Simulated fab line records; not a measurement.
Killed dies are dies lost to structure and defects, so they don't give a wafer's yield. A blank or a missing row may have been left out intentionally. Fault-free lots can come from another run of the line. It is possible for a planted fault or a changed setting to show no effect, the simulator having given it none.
One fault seen from 2 desks + flow gf180mcu + numbers are kept per desk, each desk with only its own; the story behind them comes last

## DESK OF THE TOOL OWNER: pvd_sputter-03
The tool's own readings at GF_MIM_SPUTTER_00 (material Ti, target thk 37.5 nm, time 150 s): means of the sampled wafers that have a number, for each lot that ran on this tool. Any lot whose mean is over 4 standard deviations away from the usual mean is out of limits and marked OUT; that distance is given in the brackets.
Columns: A = cathode_dc_power_W at GF_MIM_SPUTTER_00, usual 3999.9 W; B = chamber_pressure_pa at GF_MIM_SPUTTER_00, usual 2.000 Pa; C = throttle_valve_pct at GF_MIM_SPUTTER_00, usual 30.4 %
| lot  | first seen here | A      | B               | C    |
|------|-----------------|--------|-----------------|------|
| L843 | day 27 00:09    | 4000.0 | 2.000           | 29.9 |
| L845 | day 27 13:58    | 4000.3 | 1.710 (-71) OUT | 33.8 |
| L846 | day 28 04:25    | 3999.7 | 1.715 (-69) OUT | 32.5 |
| L848 | day 28 14:37    | 4000.1 | 1.716 (-69) OUT | 32.7 |
| L859 | day 31 14:46    | 4000.0 | 1.998           | 30.2 |
This desk finds L845, L846, L848 out of limits, L845 being first, at day 27 13:58 (chamber_pressure_pa at GF_MIM_SPUTTER_00). L843, L859: within limits.

## METROLOGY DESK
What the gauges read, lot by lot, whatever tool the lot ran on: means of the sampled wafers that have a number. Any lot whose mean is over 4 standard deviations away from the usual mean is out of limits and marked OUT; that distance is given in the brackets.
Columns: A = MVSD_RS at GF_VT_IMPLANT_RS_MEAS_46, usual 455.8 ohm/sq
| lot  | first seen here | A     |
|------|-----------------|-------|
| L837 | day 8 04:44     | 455.5 |
| L839 | day 8 10:50     | 457.8 |
| L843 | day 9 16:03     | 454.9 |
| L845 | day 9 23:58     | 457.0 |
| L846 | day 10 13:28    | 456.2 |
| L847 | day 10 19:22    | 454.7 |
| L848 | day 10 23:46    | 457.1 |
| L849 | day 11 05:11    | 456.5 |
| L850 | day 11 14:39    | 456.2 |
| L855 | day 12 21:52    | 455.6 |
| L858 | day 13 18:40    | 453.6 |
| L859 | day 14 03:59    | 456.6 |
This desk's verdict: no lot among the 12 shows anything out of limits.

## TAKEN TOGETHER
An alarm could have come from the tool owner's desk at day 27 13:58, on L845, L846, L848.
Metrology desk: nothing out of limits seen.
The metrology desk has L845, L846, L848 on record, within its limits.
On pvd_sputter-03, each named lot ran GF_MIM_SPUTTER_00.

## WHAT THE SIMULATOR PUT IN
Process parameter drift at GF_MIM_SPUTTER_00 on pvd_sputter-03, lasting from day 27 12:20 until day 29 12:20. The setting chamber_pressure_pa was moved by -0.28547, starting from 2. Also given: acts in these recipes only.
Struck lots among those shown: L845, L846, L848.
Each desk's first reading out of limits, in hours after the fault started: the tool owner's desk, 2.
